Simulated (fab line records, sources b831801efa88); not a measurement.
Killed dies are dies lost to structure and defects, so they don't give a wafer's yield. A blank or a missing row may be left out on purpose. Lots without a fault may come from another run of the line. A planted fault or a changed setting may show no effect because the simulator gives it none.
Chamber matching | flow sky130 | SKY_CONTACT_CVD_00 on pecvd-04: 3 sister chambers
The step deposits Si3N4, target thk 75 nm. 3 wafers are shown with their chamber, then 7 later ones without.

WAFERS WITH THEIR CHAMBER
wafer  | chamber | rf_fwd_power_W (W)
L711.1 | 2       | 448.4
L714.5 | 1       | 441.5
L714.6 | 0       | 445.6

WAFERS WITHOUT THEIR CHAMBER
wafer  | rf_fwd_power_W (W)
L717.2 | 444.4
L717.5 | 445.3
L719.3 | 443.9
L719.4 | 444.2
L719.6 | 442.8
L721.2 | 443.5
L721.4 | 445.3

WHICH CHAMBER EACH WENT THROUGH
wafer  | from the rows above     | in truth
L717.2 | can't be placed: 0 or 1 | 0
L717.5 | 0                       | 0
L719.3 | can't be placed: 0 or 1 | 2
L719.4 | can't be placed: 0 or 1 | 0
L719.6 | can't be placed: 1 or 0 | 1
L721.2 | can't be placed: 1 or 0 | 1
L721.4 | 0                       | 0
Placed correctly: 2 of 7. Can't be placed from these rows: 5 (the true chamber is among the candidates in 4). Placed wrongly: 0.
How it was worked out, from the rows above alone: a wafer's distance from a chamber is the root of the sum, over the readings, of the square of ((its reading less the chamber's mean) divided by the reading's scatter). The wafer belongs to the nearest chamber; if the next one is less than 2 further off, it can't be placed. A chamber's mean is the mean of its shown wafers. The scatter: with one shown wafer a chamber, the root of the mean of the squares of how far each hidden wafer lies from its nearest shown one.
